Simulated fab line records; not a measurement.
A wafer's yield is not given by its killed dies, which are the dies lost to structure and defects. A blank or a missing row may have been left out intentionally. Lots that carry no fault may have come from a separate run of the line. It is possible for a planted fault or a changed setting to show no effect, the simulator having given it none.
Check of tool commonality :: flow gf180mcu :: Sampled: 13 lots, 39 wafers

== WHAT PROMPTED THE OPENING ==
GF_HV_LDD_TW_MEAS_38, reading HV_LDD_3_TW: flagged on 3 of 13 lots. Fault-free wafers read 1429, with a standard deviation of 7.3.
Rule: a lot is flagged when every wafer of it that has a number lies more than 4 standard deviations from that mean, or none has a number. The rest of the lots are taken to be sound.

lot: L237
measured: day 11 07:04
on: film_metro-01
HV_LDD_3_TW, wafer by wafer: 1438 1430 1432
flag: 

lot: L238
measured: day 11 18:11
on: film_metro-02
HV_LDD_3_TW, wafer by wafer: 1425 1419 1420
flag: 

lot: L239
measured: day 11 20:53
on: film_metro-01
HV_LDD_3_TW, wafer by wafer: 1442 1434 1433
flag: 

lot: L241
measured: day 13 06:40
on: film_metro-03
HV_LDD_3_TW, wafer by wafer: 1436 1439 1435
flag: 

lot: L243
measured: day 13 17:28
on: film_metro-01
HV_LDD_3_TW, wafer by wafer: 1429 1426 1428
flag: 

lot: L244
measured: day 13 18:01
on: film_metro-01
HV_LDD_3_TW, wafer by wafer: 1533 1537 1543
flag: FLAGGED

lot: L245
measured: day 14 14:13
on: film_metro-02
HV_LDD_3_TW, wafer by wafer: 1424 1426 1428
flag: 

lot: L246
measured: day 15 00:39
on: film_metro-03
HV_LDD_3_TW, wafer by wafer: 1534 1541 1534
flag: FLAGGED

lot: L247
measured: day 15 08:35
on: film_metro-02
HV_LDD_3_TW, wafer by wafer: 1531 1535 1527
flag: FLAGGED

lot: L254
measured: day 17 04:04
on: film_metro-03
HV_LDD_3_TW, wafer by wafer: 1440 1440 1432
flag: 

lot: L257
measured: day 18 00:01
on: film_metro-01
HV_LDD_3_TW, wafer by wafer: 1447 1448 1446
flag: 

lot: L258
measured: day 18 02:34
on: film_metro-02
HV_LDD_3_TW, wafer by wafer: 1422 1420 1420
flag: 

lot: L260
measured: day 18 18:10
on: film_metro-02
HV_LDD_3_TW, wafer by wafer: 1416 1422 1421
flag: 
On average the flagged lots' numbers are 1535, which is +106 against the usual, or +15 standard deviations.

== WHICH TOOL RAN EACH LOT ==
The record holds 1 process step before the reading, out of a route of 602 steps. Cell contents, in order: the tool; ch with the chambers the sampled wafers went through; the start.
lot: L237
flag: 
GF_HV_LDD_IMPLANT_35: implanter-03 ch 0, day 11 06:41

lot: L238
flag: 
GF_HV_LDD_IMPLANT_35: implanter-01 ch 0, day 11 17:49

lot: L239
flag: 
GF_HV_LDD_IMPLANT_35: implanter-01 ch 0, day 11 20:31

lot: L241
flag: 
GF_HV_LDD_IMPLANT_35: implanter-02 ch 0, day 13 06:16

lot: L243
flag: 
GF_HV_LDD_IMPLANT_35: implanter-01 ch 0, day 13 17:04

lot: L244
flag: FLAGGED
GF_HV_LDD_IMPLANT_35: implanter-02 ch 0, day 13 17:19

lot: L245
flag: 
GF_HV_LDD_IMPLANT_35: implanter-03 ch 0, day 14 13:49

lot: L246
flag: FLAGGED
GF_HV_LDD_IMPLANT_35: implanter-02 ch 0, day 14 23:41

lot: L247
flag: FLAGGED
GF_HV_LDD_IMPLANT_35: implanter-01 ch 0, day 15 07:47

lot: L254
flag: 
GF_HV_LDD_IMPLANT_35: implanter-02 ch 0, day 17 03:41

lot: L257
flag: 
GF_HV_LDD_IMPLANT_35: implanter-01 ch 0, day 17 23:37

lot: L258
flag: 
GF_HV_LDD_IMPLANT_35: implanter-01 ch 0, day 18 02:10

lot: L260
flag: 
GF_HV_LDD_IMPLANT_35: implanter-03 ch 0, day 18 17:46
What the steps here do:
- GF_HV_LDD_IMPLANT_35
- GF_HV_LDD_TW_MEAS_38

== FLAGGED OVER TOTAL, TOOL BY TOOL (the gauges that took the reading come last) ==
step: GF_HV_LDD_IMPLANT_35
tool: implanter-01
lots run: 6
flagged: 1
share of the flagged lots: some
sound lots run after its first flagged lot: 2 (L257,L258)

step: GF_HV_LDD_IMPLANT_35
tool: implanter-02
lots run: 4
flagged: 2
share of the flagged lots: some
sound lots run after its first flagged lot: 1 (L254)

step: GF_HV_LDD_IMPLANT_35
tool: implanter-03
lots run: 3
flagged: 0
share of the flagged lots: none
sound lots run after its first flagged lot: -

step: GF_HV_LDD_TW_MEAS_38
tool: film_metro-01
lots run: 5
flagged: 1
share of the flagged lots: some
sound lots run after its first flagged lot: 1 (L257)

step: GF_HV_LDD_TW_MEAS_38
tool: film_metro-02
lots run: 5
flagged: 1
share of the flagged lots: some
sound lots run after its first flagged lot: 2 (L258,L260)

step: GF_HV_LDD_TW_MEAS_38
tool: film_metro-03
lots run: 3
flagged: 1
share of the flagged lots: some
sound lots run after its first flagged lot: 1 (L254)

== WHAT THE TABLE ALLOWS ==
No row of the table ran every flagged lot.

== WHAT THE SIMULATOR PUT IN ==
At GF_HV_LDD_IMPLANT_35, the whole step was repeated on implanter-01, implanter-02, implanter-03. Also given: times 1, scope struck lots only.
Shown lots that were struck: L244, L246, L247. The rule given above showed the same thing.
